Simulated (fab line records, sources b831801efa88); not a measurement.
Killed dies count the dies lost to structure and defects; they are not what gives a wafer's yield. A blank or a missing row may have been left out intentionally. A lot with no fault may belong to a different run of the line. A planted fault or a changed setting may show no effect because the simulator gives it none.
2 desks looking at one fault :: flow gf180mcu :: numbers are kept per desk, each desk with only its own; the story behind them comes last

## DESK OF THE TOOL OWNER: furnace-02
The tool's own readings at GF_DUAL_GATE_OXIDATION_02 (stabilise 600 s, purge 300 s, target thk 10.887 nm): means of the sampled wafers that have a number, for each lot that ran on this tool. The brackets show how far a lot's mean lies from the usual mean; more than 4 standard deviations puts the lot out of limits, marked OUT.
Columns: A = spikeTcBottomC at GF_DUAL_GATE_OXIDATION_02, usual 918 C; B = spikeTcCentreC at GF_DUAL_GATE_OXIDATION_02, usual 900.6 C; C = spikeTcLowerC at GF_DUAL_GATE_OXIDATION_02, usual 900.8 C; D = spikeTcTopC at GF_DUAL_GATE_OXIDATION_02, usual 911.6 C; E = spikeTcUpperC at GF_DUAL_GATE_OXIDATION_02, usual 900.3 C; F = zonePowerLowerPct at GF_DUAL_GATE_OXIDATION_02, usual 18.2 %
lot: L338
first seen here: day 7 13:42
A: 924
B: 900.6
C: 898.2
D: 912.5
E: 901.2
F: 18.6

lot: L339
first seen here: day 7 23:56
A: 923
B: 901.0
C: 899.4
D: 912.5
E: 900.6
F: 18.8

lot: L346
first seen here: day 9 09:56
A: 924
B: 900.8
C: 899.2
D: 913.0
E: 901.2
F: 18.8

lot: L350
first seen here: day 10 09:02
A: 924
B: 900.3
C: 899.4
D: 912.2
E: 900.4
F: 18.6

lot: L352
first seen here: day 10 23:07
A: 932
B: 909.2 (+9.0) OUT
C: 907.7 (+4.6) OUT
D: 920.4 (+7.3) OUT
E: 910.0 (+8.8) OUT
F: 19.1

lot: L353
first seen here: day 11 12:52
A: 932
B: 908.4 (+8.2) OUT
C: 908.4 (+5.1) OUT
D: 921.7 (+8.4) OUT
E: 909.2 (+8.1) OUT
F: 19.0

lot: L354
first seen here: day 11 12:52
A: 932
B: 908.7 (+8.4) OUT
C: 908.5 (+5.2) OUT
D: 920.9 (+7.7) OUT
E: 910.4 (+9.2) OUT
F: 19.1
This desk's verdict: out of limits on L352, L353, L354, starting with L352 at day 10 23:07 (spikeTcCentreC at GF_DUAL_GATE_OXIDATION_02). Within limits: L338, L339, L346, L350.

## METROLOGY DESK
Lot by lot, what the gauges showed, no matter which tool ran the lot: averages of those sampled wafers that carry a number. The brackets show how far a lot's mean lies from the usual mean; more than 4 standard deviations puts the lot out of limits, marked OUT.
Columns: A = DUAL_GATE_OXIDATION_00_THK at GF_DUAL_GATE_THK_MEAS_03, usual 10.87 nm; B = HV_LDD_OVL at GF_HV_LDD_OVL_MEAS_08, usual -0.3 nm
lot: L338
first seen here: day 7 15:08
A: 11.20
B: -0.4

lot: L339
first seen here: day 8 01:23
A: 10.85
B: 0.3

lot: L346
first seen here: day 9 11:23
A: 10.83
B: 0.1

lot: L347
first seen here: day 9 17:14
A: 10.63
B: -0.1

lot: L350
first seen here: day 10 10:29
A: 10.68
B: -0.6

lot: L352
first seen here: day 11 00:34
A: 12.01 (+5.2) OUT
B: 0.5

lot: L353
first seen here: day 11 14:18
A: 12.19 (+6.0) OUT
B: 0.3

lot: L354
first seen here: day 11 14:19
A: 12.50 (+7.4) OUT
B: -1.4

lot: L358
first seen here: day 12 14:00
A: 11.18
B: -2.4

lot: L360
first seen here: day 13 03:52
A: 10.66
B: 0.0

lot: L359
first seen here: day 13 03:53
A: 10.69
B: 0.0

lot: L361
first seen here: day 13 14:50
A: 10.82
B: -1.3
This desk's result: L352, L353, L354 out of limits, first on L352 (DUAL_GATE_OXIDATION_00_THK at GF_DUAL_GATE_THK_MEAS_03), day 11 00:34. Within limits: L338, L339, L346, L347, L350, L358, L360, L359, L361.

## ALL TOGETHER
At day 10 23:07, on L352, L353, L354, the tool owner's desk was in a position to raise an alarm.
L352, L353, L354 would have let the metrology desk raise an alarm at day 11 00:34.
Every lot named ran GF_DUAL_GATE_OXIDATION_02 on furnace-02.

## WHAT WAS PUT IN BY THE SIMULATOR
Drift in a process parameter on furnace-02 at GF_DUAL_GATE_OXIDATION_02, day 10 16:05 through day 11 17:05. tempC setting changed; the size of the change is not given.
Shown lots that were struck: L352, L353, L354.
Counting hours from when the fault started, the first reading out of limits came at 7 for the tool owner's desk and at 8 for the metrology desk.
